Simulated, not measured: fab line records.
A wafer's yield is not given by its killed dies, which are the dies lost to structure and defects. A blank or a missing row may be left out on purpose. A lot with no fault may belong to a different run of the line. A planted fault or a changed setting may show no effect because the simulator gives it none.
One fault seen from 2 desks	flow sky130	numbers are kept per desk, each desk with only its own; the story behind them comes last

METROLOGY DESK
Means of the sampled wafers that have a number, per lot and without regard to the tool the lot ran on: this is what the gauges read. Marked OUT: a lot whose mean sits more than 4 standard deviations from the usual mean, which makes it out of limits; the brackets give that distance.
Columns: A = POLY_GATE_TW at SKY_RES_PROTECT_TW_MEAS_08, usual 4026; B = LDD_LDN_OVL at SKY_LDD_LDN_OVL_MEAS_07, usual 0.4 nm; C = cd-nm at SKY_POLY_CUT_CD_MEAS_08, usual 269.6 nm; D = POLY_CUT_OVL at SKY_POLY_CUT_OVL_MEAS_09, usual -2 nm
lot	first seen here	A	B	C	D
L433	day 14 22:17	3984	-1.4	271.3	1
L434	day 15 08:01	4065	1.0	269.4	1
L435	day 15 14:20	3962	0.7	268.3	-2
L436	day 15 20:04	4060	1.2	269.5	-1
L437	day 16 07:23	4030	0.1	268.9	1
L439	day 18 01:17	4031	0.1	269.9	2
L442	day 18 07:50	4013	-1.0	268.4	3
L443	day 18 17:13	4004	1.2	267.0	-6
L446	day 19 19:31	4066	1.2	261.5 (-6.8) OUT	-2
L452	day 22 08:40	4023	0.3	269.7	-2
L453	day 22 12:34	3979	2.0	270.6	-1
L454	day 22 23:13	3985	-1.1	268.8	-2
L455	day 23 00:18	4044	-0.3	268.8	-2
L456	day 23 02:16	4023	1.4	269.6	1
This desk's finding: out of limits on L446; first on L446, day 28 19:26 (cd-nm at SKY_POLY_CUT_CD_MEAS_08). In limits: L433, L434, L435, L436, L437, L439, L442, L443, L452, L453, L454, L455, L456.

TOOL OWNER'S DESK, krf-scanner-02
The tool's own readings at SKY_POLY_CUT_EXPOSE_05 (exposes mask NPCM, target cd 270 nm): means of the sampled wafers that have a number, for each lot that ran on this tool. Marked OUT: a lot whose mean sits more than 4 standard deviations from the usual mean, which makes it out of limits; the brackets give that distance.
Columns: A = stage-vel-mm-s at SKY_POLY_CUT_EXPOSE_05, usual 500.01 mm/s
lot	first seen here	A
L435	day 23 21:40	499.96
L436	day 24 06:37	500.43
L437	day 24 19:24	499.87
L443	day 27 09:23	500.11
L446	day 28 04:59	500.15
L452	day 30 14:22	499.78
L453	day 30 19:44	499.94
Finding of this desk: none of the 7 lots has anything out of limits.

BROUGHT TOGETHER
Metrology desk: alarm possible at day 28 19:26 on L446.
The tool owner's desk saw nothing out of limits.
On record at the tool owner's desk: L446, within its limits.
SKY_POLY_CUT_EXPOSE_05 was run on krf-scanner-02 by each of the lots named.

WHAT WAS PUT IN BY THE SIMULATOR
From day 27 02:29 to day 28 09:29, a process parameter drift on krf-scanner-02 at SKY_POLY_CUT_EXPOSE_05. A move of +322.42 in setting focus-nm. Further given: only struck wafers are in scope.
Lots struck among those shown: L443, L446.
Delay in hours, fault start to first out-of-limits reading, per desk: metrology desk 41.
